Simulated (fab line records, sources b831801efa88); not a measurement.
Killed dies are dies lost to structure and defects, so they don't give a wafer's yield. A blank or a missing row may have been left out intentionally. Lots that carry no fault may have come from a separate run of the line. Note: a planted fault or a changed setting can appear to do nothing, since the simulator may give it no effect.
Which tool did it? ; flow gf180mcu ; Sampling: 6 lots, 18 wafers, 4 of 602 route steps

WHAT THE GAUGES SHOWED, per wafer
GF_PASSIVATION_THK_MEAS_01.
lot;measured;on;PASSIVATION_CVD_00_THK (nm)
L200;day 28 10:48;film_metro-01;997 997 994
L205;day 29 17:56;film_metro-02;985 988 1000
L216;day 32 18:49;film_metro-01;1002 1007 996
L218;day 33 01:55;film_metro-04;981 993 1009
L221;day 33 19:12;film_metro-04;986 990 987
L223;day 34 09:47;film_metro-04;989 998 1001

WHICH TOOL RAN EACH LOT (tool, then ch and the chambers of the sampled wafers, then the start)
lot;GF_V4_ETCH_16;GF_V4_SPUTTER_22;GF_TOP_METAL_SPUTTER_01
L200;rie_diel-01 ch 0,1, day 24 17:40;pvd_sputter-01, day 24 18:23;pvd_sputter-01, day 27 14:05
L205;rie_diel-04 ch 2,3, day 26 01:02;pvd_sputter-04, day 26 01:50;pvd_sputter-01, day 28 23:20
L216;rie_diel-01 ch 1,2,3, day 29 16:19;pvd_sputter-04, day 29 17:05;pvd_sputter-04, day 32 01:46
L218;rie_diel-02 ch 0,2,3, day 29 23:01;pvd_sputter-01, day 29 23:49;pvd_sputter-01, day 32 08:34
L221;rie_diel-02 ch 0,2, day 30 18:19;pvd_sputter-04, day 30 19:03;pvd_sputter-01, day 33 02:20
L223;rie_diel-01 ch 0,3, day 31 10:20;pvd_sputter-04, day 31 11:04;pvd_sputter-01, day 33 17:14
- GF_V4_ETCH_16: etches BARC in N2/H2.
- GF_V4_SPUTTER_22: material TiN, target thk 10 nm, time 40 s.
- GF_TOP_METAL_SPUTTER_01: material TiN, target thk 30 nm, time 25 s.

THE ANSWER, worked out from the rows above alone
Rule: the lots themselves supply what counts as usual. Put in order of their means at a reading, lots are off if they are a third of the lots or fewer, leave a main group of 4 or more, and stand apart from it by a gap of 3 or more times the standard deviation of the main group's means; of several such gaps the widest counts. A main group whose means are all the same, to the digits that the tables above print for the reading, isn't used. Also off: a lot with no number at a reading for which 4 or more lots have one. The other lots that the step has rows for count as sound.
Nothing can be told from this: no lot is off at any reading shown.

WHAT HAD BEEN PUT IN BY THE SIMULATOR
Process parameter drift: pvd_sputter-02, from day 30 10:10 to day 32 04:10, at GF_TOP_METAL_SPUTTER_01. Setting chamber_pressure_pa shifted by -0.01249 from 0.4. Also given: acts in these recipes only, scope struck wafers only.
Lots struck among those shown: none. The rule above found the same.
